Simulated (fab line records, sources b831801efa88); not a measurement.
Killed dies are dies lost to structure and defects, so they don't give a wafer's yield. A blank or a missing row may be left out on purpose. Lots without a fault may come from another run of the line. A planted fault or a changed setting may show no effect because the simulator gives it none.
fab line records | flow sky130
record lots=13 wafers=39 last_day=50
route steps=708 shown LDD_HVP@285 SD_P@324 RES_XHIGH@341 LOCAL_INTERCONNECT@398 VIA2@520
lots that met no fault: from a run of the same line without faults
start_h: hours from the record's first day to the start of the lot's first wafer shown | wait_h: hours since the lot's step before | " the same as in the row above | L1.1+2: a row that stands for several wafers | - no value, or no start given | * or withheld: withheld | < > ~ a bound
route shown NAME@n: a module of which the file shows steps, and the number in the route of the first | usual: mean/standard deviation of fault-free wafers | same: alike in all rows | chamber/n: place in a boat | sites: the reading at each site | _std_site: their standard deviation | _edge_site: outer sites' mean less inner sites' | radius_mm: how far each site lies from the wafer's centre | mask NAME#n: copy n | behind: the tool/chamber that last shaped the wafer | hold: why the lot was held/for how many hours/how that ended | device: the transistor (n, p or np) that didn't switch | end of line: the same wafers' tests at the end of the route | a step without rows: its recipe alone | killed: dies lost to structure and defects at the first sort, not the wafer's yield | map: a wafer's dies, x killed, . not, _ none there
set.NAME: the setting as run; set.NAME@STEP: as run at that earlier step | model.NAME: the simulator's own value behind a step, which no gauge read
steps of the route over a sample of lots; a table a step, a row a wafer
services: from which hour (start_h, from the record's first day; less than 0 if before it) a tool's chamber was out of use, for how many hours, and why
## steps
# step SKY_LDD_HVP_OVL_MEAS_07
# usual LDD_HVP_OVL=0.4/1.5
# columns lot.wafer tool chamber start_h wait_h LDD_HVP_OVL[nm]
L401.2 overlay-02 - 492.27 0.1 1.3
L401.4 " - " " 1.0
L401.5 " - " " -1.5
L402.2 overlay-01 - 510.31 0.1 -0.3
L402.4 " - " " -1.4
L402.6 " - " " -1.0
L403.1 overlay-01 - 521.41 0.1 -0.3
L403.2 " - " " -2.7
L403.6 " - " " -1.5
L405.1 overlay-02 - 539.15 0.1 -1.3
L405.5 " - " " -0.1
L405.6 " - " " -0.8
L406.1 overlay-02 - 549.31 0.1 0.8
L406.2 " - " " 0.2
L406.5 " - " " 1.3
L409.3 overlay-02 - 569.27 0.1 -2.1
L409.4 " - " " -1.1
L409.5 " - " " -0.2
L408.2 overlay-01 - 569.36 0.1 1.2
L408.5 " - " " -0.2
L408.6 " - " " -0.5
L414.2 overlay-02 - 613.34 0.1 2.5
L414.4 " - " " 1.5
L414.5 " - " " 0.8
L417.1 overlay-02 - 636.65 0.1 3.0
L417.2 " - " " 2.3
L417.6 " - " " 3.3
L421.2 overlay-02 - 664.59 0.1 1.5
L421.3 " - " " 1.2
L421.5 " - " " 1.8
L422.4 overlay-01 - 685.42 0.1 0.8
L422.5 " - " " -0.6
L422.6 " - " " -0.8
L423.1 overlay-02 - 691.53 0.1 1.1
L423.4 " - " " 1.5
L423.6 " - " " 1.3
L424.1 overlay-02 - 702.16 0.1 2.4
L424.4 " - " " 1.9
L424.6 " - " " 1.5
# step SKY_SD_P_EXPOSE_04
# recipe mask_id=PSDM na=0.6 source_shape=conventional sigma_outer=0.6 polarization=unpolarized target_cd_nm=380 dose_mj=138
# usual focus_offset_nm=0.1/0.53
# columns lot.wafer tool chamber start_h wait_h mask focus_offset_nm
L401.2 iline_stepper-02 0 573.72 - PSDM#0 -0.2
L401.4 " 0 " " PSDM#0 -0.4
L401.5 " 0 " " PSDM#0 0.6
L402.2 iline_stepper-01 0 590.42 - PSDM#0 0.6
L402.4 " 0 " " PSDM#0 0.7
L402.6 " 0 " " PSDM#0 0.3
L403.1 iline_stepper-02 0 598.73 - PSDM#0 0.5
L403.2 " 0 " " PSDM#0 0.1
L403.6 " 0 " " PSDM#0 -0.4
L405.1 iline_stepper-02 0 615.93 - PSDM#0 0.2
L405.5 " 0 " " PSDM#0 -0.8
L405.6 " 0 " " PSDM#0 -0.4
L406.1 iline_stepper-01 0 625.58 - PSDM#0 0.1
L406.2 " 0 " " PSDM#0 -0.4
L406.5 " 0 " " PSDM#0 -0.4
L409.3 iline_stepper-01 0 644.35 - PSDM#0 -0.2
L409.4 " 0 " " PSDM#0 0.2
L409.5 " 0 " " PSDM#0 -0.8
L408.2 iline_stepper-02 0 646.05 - PSDM#0 0.5
L408.5 " 0 " " PSDM#0 0.1
L408.6 " 0 " " PSDM#0 -0.1
L414.2 iline_stepper-02 0 689.37 - URPM#0 0.4
L414.4 " 0 " " URPM#0 -0.2
L414.5 " 0 " " URPM#0 0.4
L417.1 iline_stepper-01 0 711.78 - PSDM#0 0.1
L417.2 " 0 " " PSDM#0 -0.8
L417.6 " 0 " " PSDM#0 0.1
L421.2 iline_stepper-01 0 736.57 - PSDM#0 1.0
L421.3 " 0 " " PSDM#0 -0.4
L421.5 " 0 " " PSDM#0 0.0
L422.4 iline_stepper-02 0 757.44 - PSDM#0 1.0
L422.5 " 0 " " PSDM#0 0.1
L422.6 " 0 " " PSDM#0 0.9
L423.1 iline_stepper-01 0 763.58 - PSDM#0 0.0
L423.4 " 0 " " PSDM#0 0.5
L423.6 " 0 " " PSDM#0 -0.3
L424.1 iline_stepper-01 0 775.21 - PSDM#0 0.1
L424.4 " 0 " " PSDM#0 0.4
L424.6 " 0 " " PSDM#0 0.4
# step SKY_SD_P_CD_MEAS_07
# recipe target_cd_nm=380
# usual cd_nm=380.0/2.1
# columns lot.wafer tool chamber start_h wait_h cd_nm
L401.2 cd_sem-01 - 588.32 0.1 379.0
L401.4 " - " " 379.0
L401.5 " - " " 380.1
L402.2 cd_sem-01 - 605.23 0.1 379.6
L402.4 " - " " 381.6
L402.6 " - " " 381.3
L403.1 cd_sem-01 - 612.85 0.1 380.9
L403.2 " - " " 380.1
L403.6 " - " " 381.9
L405.1 cd_sem-01 - 630.05 0.1 377.7
L405.5 " - " " 378.0
L405.6 " - " " 379.2
L406.1 cd_sem-01 - 639.30 0.1 379.8
L406.2 " - " " 379.3
L406.5 " - " " 381.1
L409.3 cd_sem-01 - 658.80 0.1 378.0
L409.4 " - " " 379.8
L409.5 " - " " 379.9
L408.2 cd_sem-01 - 660.12 0.1 380.6
L408.5 " - " " 379.3
L408.6 " - " " 382.9
L414.2 cd_sem-01 - 702.82 0.1 -
L414.4 " - " " -
L414.5 " - " " -
L417.1 cd_sem-01 - 725.51 0.1 383.4
L417.2 " - " " 383.6
L417.6 " - " " 382.5
L421.2 cd_sem-02 - 750.53 0.1 381.5
L421.3 " - " " 377.2
L421.5 " - " " 380.3
L422.4 cd_sem-01 - 769.72 0.1 378.4
L422.5 " - " " 378.8
L422.6 " - " " 380.8
L423.1 cd_sem-02 - 777.20 0.1 382.4
L423.4 " - " " 382.0
L423.6 " - " " 381.0
L424.1 cd_sem-02 - 788.71 0.1 381.6
L424.4 " - " " 379.8
L424.6 " - " " 379.0
# step SKY_SD_P_TW_MEAS_11
# usual SD_P_TW=2813/25
# columns lot.wafer tool chamber start_h wait_h SD_P_TW
L401.2 film_metro-02 - 588.72 0.1 2856
L401.4 " - " " 2840
L401.5 " - " " 2835
L402.2 film_metro-01 - 605.63 0.1 2822
L402.4 " - " " 2824
L402.6 " - " " 2818
L403.1 film_metro-01 - 613.26 0.1 2835
L403.2 " - " " 2841
L403.6 " - " " 2846
L405.1 film_metro-01 - 630.46 0.1 2809
L405.5 " - " " 2824
L405.6 " - " " 2819
L406.1 film_metro-01 - 639.71 0.1 2825
L406.2 " - " " 2812
L406.5 " - " " 2813
L409.3 film_metro-02 - 659.19 0.1 2834
L409.4 " - " " 2834
L409.5 " - " " 2841
L408.2 film_metro-02 - 660.52 0.1 2830
L408.5 " - " " 2841
L408.6 " - " " 2845
L414.2 film_metro-02 - 703.22 0.1 30
L414.4 " - " " 30
L414.5 " - " " 30
L417.1 film_metro-03 - 725.92 0.1 2777
L417.2 " - " " 2788
L417.6 " - " " 2768
L421.2 film_metro-03 - 750.93 0.1 2786
L421.3 " - " " 2805
L421.5 " - " " 2788
L422.4 film_metro-03 - 770.09 0.1 2785
L422.5 " - " " 2770
L422.6 " - " " 2792
L423.1 film_metro-03 - 777.61 0.1 2790
L423.4 " - " " 2796
L423.6 " - " " 2779
L424.1 film_metro-02 - 789.11 0.1 2822
L424.4 " - " " 2839
L424.6 " - " " 2820
# step SKY_RES_XHIGH_TW_MEAS_09
# usual RES_XHIGH_TW=1635/15
# columns lot.wafer tool chamber start_h wait_h RES_XHIGH_TW
L401.2 film_metro-01 - 617.71 0.1 1647
L401.4 " - " " 1652
L401.5 " - " " 1652
L402.2 film_metro-02 - 634.62 0.1 1651
L402.4 " - " " 1654
L402.6 " - " " 1649
L403.1 film_metro-01 - 642.03 0.1 1631
L403.2 " - " " 1655
L403.6 " - " " 1637
L405.1 film_metro-01 - 660.26 0.1 1642
L405.5 " - " " 1647
L405.6 " - " " 1635
L406.1 film_metro-01 - 668.28 0.1 1629
L406.2 " - " " 1642
L406.5 " - " " 1642
L409.3 film_metro-02 - 688.43 0.1 1653
L409.4 " - " " 1660
L409.5 " - " " 1655
L408.2 film_metro-01 - 689.95 0.1 1646
L408.5 " - " " 1645
L408.6 " - " " 1644
L414.2 film_metro-03 - 731.12 0.1 2834
L414.4 " - " " 2852
L414.5 " - " " 2839
L417.1 film_metro-01 - 753.76 0.1 1649
L417.2 " - " " 1644
L417.6 " - " " 1653
L421.2 film_metro-03 - 778.14 0.1 1611
L421.3 " - " " 1611
L421.5 " - " " 1613
L422.4 film_metro-03 - 796.31 0.1 1625
L422.5 " - " " 1625
L422.6 " - " " 1619
L423.1 film_metro-01 - 802.71 0.1 1635
L423.4 " - " " 1638
L423.6 " - " " 1637
L424.1 film_metro-02 - 815.21 0.1 1643
L424.4 " - " " 1643
L424.6 " - " " 1641
# step SKY_LOCAL_INTERCONNECT_CD_MEAS_11
# recipe target_cd_nm=170
# usual cd_nm=170.2/1.5
# columns lot.wafer tool chamber start_h wait_h cd_nm
L401.2 cd_sem-02 - 706.33 - 171.0
L401.4 " - " " 172.7
L401.5 " - " " 172.5
L402.2 cd_sem-02 - 723.27 - 170.9
L402.4 " - " " 169.6
L402.6 " - " " 169.9
L403.1 cd_sem-02 - 729.56 - 172.5
L403.2 " - " " 170.2
L403.6 " - " " 171.0
L405.1 cd_sem-01 - 748.80 - 172.3
L405.5 " - " " 170.5
L405.6 " - " " 172.4
L406.1 cd_sem-01 - 756.10 - 169.3
L406.2 " - " " 170.0
L406.5 " - " " 168.1
L409.3 cd_sem-01 - 772.69 - 170.4
L409.4 " - " " 171.3
L409.5 " - " " 169.7
L408.2 cd_sem-02 - 776.08 - 170.5
L408.5 " - " " 170.5
L408.6 " - " " 170.2
L414.2 cd_sem-02 - 814.08 - 168.5
L414.4 " - " " 169.2
L414.5 " - " " 169.3
L417.1 cd_sem-02 - 836.51 - 169.1
L417.2 " - " " 170.9
L417.6 " - " " 171.4
L421.2 cd_sem-01 - 859.72 - 170.7
L421.3 " - " " 170.6
L421.5 " - " " 171.0
L422.4 cd_sem-01 - 878.97 - 169.5
L422.5 " - " " 171.0
L422.6 " - " " 171.2
L423.1 cd_sem-01 - 884.41 - 168.3
L423.4 " - " " 169.8
L423.6 " - " " 170.3
L424.1 cd_sem-01 - 896.76 - 169.3
L424.4 " - " " 169.2
L424.6 " - " " 169.3
# step SKY_VIA2_OVL_MEAS_13
# usual VIA2_OVL=1/5.3
# columns lot.wafer tool chamber start_h wait_h VIA2_OVL[nm]
L401.2 overlay-02 - 847.26 0.1 3
L401.4 " - " " 3
L401.5 " - " " -1
L402.2 overlay-01 - 865.11 0.1 6
L402.4 " - " " 5
L402.6 " - " " 7
L403.1 overlay-01 - 869.18 0.1 5
L403.2 " - " " 4
L403.6 " - " " -1
L405.1 overlay-02 - 888.95 0.1 7
L405.5 " - " " 6
L405.6 " - " " 8
L406.1 overlay-01 - 894.48 0.1 -3
L406.2 " - " " -3
L406.5 " - " " -11
L409.3 overlay-01 - 912.75 0.1 -5
L409.4 " - " " -6
L409.5 " - " " -7
L408.2 overlay-01 - 913.99 0.1 -10
L408.5 " - " " -7
L408.6 " - " " -7
L414.2 overlay-02 - 950.19 0.1 8
L414.4 " - " " 5
L414.5 " - " " 3
L417.1 overlay-02 - 971.33 0.1 8
L417.2 " - " " 4
L417.6 " - " " 9
L421.2 overlay-02 - 991.01 0.1 -5
L421.3 " - " " -1
L421.5 " - " " 0
L422.4 overlay-02 - 1008.00 0.1 -5
L422.5 " - " " 0
L422.6 " - " " -4
L423.1 overlay-02 - 1014.33 0.1 1
L423.4 " - " " 1
L423.6 " - " " 3
L424.1 overlay-02 - 1025.45 0.1 7
L424.4 " - " " 7
L424.6 " - " " 11
## services
# columns tool chamber start_h hours kind
iline_stepper-01 - 558.61 18.3 repair
iline_stepper-01 - 576.88 1.7 pm
iline_stepper-01 - 583.49 2.1 pm
iline_stepper-01 - 585.57 - consumable_replace:lamp
iline_stepper-02 - 593.69 1.7 pm
iline_stepper-02 - 725.73 0.7 repair
## key
first_sign step=SKY_SD_P_EXPOSE_04 reading=mask direction=changed
effect step=SKY_SD_P_CD_MEAS_07 reading=cd_nm direction=missing
effect step=SKY_SD_P_TW_MEAS_11 reading=SD_P_TW direction=down sigmas=99+ usual=2813 struck=30
effect step=SKY_RES_XHIGH_TW_MEAS_09 reading=RES_XHIGH_TW direction=up sigmas=81 usual=1635 struck=2842
met_at SKY_SD_P_EXPOSE_04
struck_lots L414
sort_left_out L414.2,L414.4,L414.5
tester_left_out L414
not_acting_at SKY_LDD_HVP_OVL_MEAS_07,SKY_LOCAL_INTERCONNECT_CD_MEAS_11,SKY_VIA2_OVL_MEAS_13
onset_between 646.05 689.37
fault kind=wrong_mask tool=any chamber=- onset_h=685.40 steps=SKY_SD_P_EXPOSE_04 aux_copy=URPM#0 scope=struck_lots_only
# tester_left_out: of these lots the tester's yield and bins aren't shown, on N5 and GAA mostly nor the transistor test; their killed dies are dies lost to structure and defects alone, not to doping, threshold or leakage, so they don't give the yield
# sort_left_out: the simulated sort isn't trusted on such a fault, so these wafers' sort isn't shown, and their yield isn't known
